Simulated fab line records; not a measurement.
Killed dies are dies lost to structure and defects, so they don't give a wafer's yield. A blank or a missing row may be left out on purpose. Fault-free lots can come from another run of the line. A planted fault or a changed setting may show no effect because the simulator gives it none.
Problem report in the 8D (eight disciplines) form, filled by code    flow sky130    the parts of the form that need people (team, actions taken, sign-off) are left out

== 1. WHAT WENT WRONG ==
At SKY_METAL3_SPUTTER_01, cathodeDcPowerW averages 5180.6 W over 6 wafers from 2 lots, while fault-free wafers read 6500.0 W, standard deviation 1.2. That is -99 or more standard deviations from the usual mean.
The step: material TiN, target thk 20 nm, time 16.7 s.
First observed at day 40 09:33: wafer L360.3, on pvdSputter-02. Wafers with a number at this step in the record: 18, from 6 lots. By rule, "out" or "out of limits" means more than 4 standard deviations away from the usual mean. The rest of the wafers with a number are treated as sound.

== 2. WHAT IT IS, WHAT IT ISN'T ==
question                     is                      is not
which readings at this step  cathodeDcPowerW         throttleValvePct
which lots                   L360, L361              L351, L364, L370, L371
which wafers of those lots   all that have a number  -
read on which tools          pvdSputter-02           pvdSputter-01, pvdSputter-03
when                         from day 40 09:33       up to then (3 sound wafers); but 9 sound wafers of L364, L370, L371 came after

== 3. WHAT RULES OUT EACH SUSPECT ==
Counting: any tool at a process step up to the reading is kept as a suspect provided that every lot that is out went through it and no sound lot did after the first of them.
- rieDiel-03 at SKY_VIA2_ETCH_14 (etches BARC in N2/H2, stops on SiO2, time 45.9 s, target depth 60 nm): ruled out as a lasting fault. The sound lots L364, L370, L371 went through it after L360, its earliest lot that is out (day 40 08:10).
- rieDiel-03 at SKY_VIA2_ETCH_15 (etches SiO2 in C4F8/O2/Ar, stops on TiN, target depth 546 nm, time 84 s): ruled out as a lasting fault. The sound lots L364, L370, L371 went through it after L360, its earliest lot that is out (day 40 08:12).
- cvdW-01 at SKY_VIA2_CVD_21 (deposits W, target thk 420 nm, time 126.4 s): ruled out as a lasting fault. The sound lots L364, L370 went through it after L360, its earliest lot that is out (day 40 08:58).
- pvdSputter-02 at SKY_METAL3_SPUTTER_01 (material TiN, target thk 20 nm, time 16.7 s): kept. It ran every lot that is out, first L360 (day 40 09:33), and no sound lot after that; its last sound lot up to then is L351 (day 36 07:04). Out on those wafers are its own readings of cathodeDcPowerW.
The count leaves pvdSputter-02 at SKY_METAL3_SPUTTER_01.

== 4. THE CAUSE (what the simulator had put in) ==
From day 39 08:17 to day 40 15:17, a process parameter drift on pvdSputter-02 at SKY_METAL3_SPUTTER_01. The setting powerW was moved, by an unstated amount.
This tool alone remained once counting was done.

== 5. THE EFFECT CHAIN, in route order ==
Each row: a reading whose mean over the struck wafers that have a number lies more than 3 standard deviations from the usual. Only readings whose record carries a usual standard deviation are examined. hours: median over the lots of the time between each lot's start at the first step of this table that gives one and its start at this step. sigmas: the change, counted in usual standard deviations.
hours  step                   reading          usual     on struck wafers  change   sigmas
0      SKY_METAL3_SPUTTER_01  cathodeDcPowerW  6500.0 W  5180.6            -1319.4  -99 or more
Process steps it contains:
- SKY_METAL3_SPUTTER_01: material TiN, target thk 20 nm, time 16.7 s.

== 6. WHAT WOULD HAVE CAUGHT IT SOONER ==
The fault began at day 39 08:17; the first out-of-limits reading in this record came at day 40 09:33, 25 hours later.
